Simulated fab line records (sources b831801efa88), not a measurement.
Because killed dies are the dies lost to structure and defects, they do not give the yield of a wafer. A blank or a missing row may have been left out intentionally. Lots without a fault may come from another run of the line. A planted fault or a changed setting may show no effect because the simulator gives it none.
One fault seen from 2 desks -- flow sky130 -- what lay behind the numbers comes last; until then each desk has only its own

== FOR THE TOOL OWNER'S DESK: plasma asher-03 ==
The tool's own readings at SKY_GATE_OXIDE_STRIP_13 (strips in O2/N2): means of the sampled wafers that have a number, for each lot that ran on this tool. Any lot whose mean is over 4 standard deviations away from the usual mean is out of limits and marked OUT; that distance is given in the brackets.
Columns: A = drypump motor current A at SKY_GATE_OXIDE_STRIP_13, usual 5.7 A; B = oes product au at SKY_GATE_OXIDE_STRIP_13, usual 0.716 a.u.; C = strip time to endpoint s at SKY_GATE_OXIDE_STRIP_13, usual 14.13 s
lot,first seen here,A,B,C
L981,day 14 12:49,5.8,0.713,14.09
L985,day 15 18:08,5.8,0.712,14.12
L987,day 16 07:44,5.8,0.709,14.10
L990,day 17 13:31,5.8,0.713,14.11
L992,day 17 23:18,5.8,0.718,14.18
L997,day 21 05:31,5.8,0.718,14.13
This desk found nothing out of limits on any of the 6 lots.

== THE METROLOGY DESK ==
Means of the sampled wafers that have a number, per lot and without regard to the tool the lot ran on: this is what the gauges read. Any lot whose mean is over 4 standard deviations away from the usual mean is out of limits and marked OUT; that distance is given in the brackets.
Columns: A = LOCAL_INTERCONNECT_TIN_RS at SKY_LOCAL_INTERCONNECT_RS_MEAS_01, usual 14.14 ohm/sq
lot,first seen here,A
L979,day 28 21:04,14.22
L980,day 29 00:30,14.28
L981,day 29 19:29,14.00
L983,day 30 08:24,14.05
L985,day 31 04:46,13.89
L987,day 31 12:30,14.38
L990,day 32 19:55,13.77
L992,day 33 05:18,13.96
L991,day 33 12:26,14.28
L998,day 36 06:16,14.07
L997,day 36 06:28,13.86
L100,day 36 07:18,14.04
L101,day 36 13:55,13.94
This desk found nothing out of limits on any of the 13 lots.

== TAKEN TOGETHER ==
The tool owner's desk saw nothing out of limits.
From the metrology desk's view, nothing was out of limits.

== WHAT THE SIMULATOR PUT IN ==
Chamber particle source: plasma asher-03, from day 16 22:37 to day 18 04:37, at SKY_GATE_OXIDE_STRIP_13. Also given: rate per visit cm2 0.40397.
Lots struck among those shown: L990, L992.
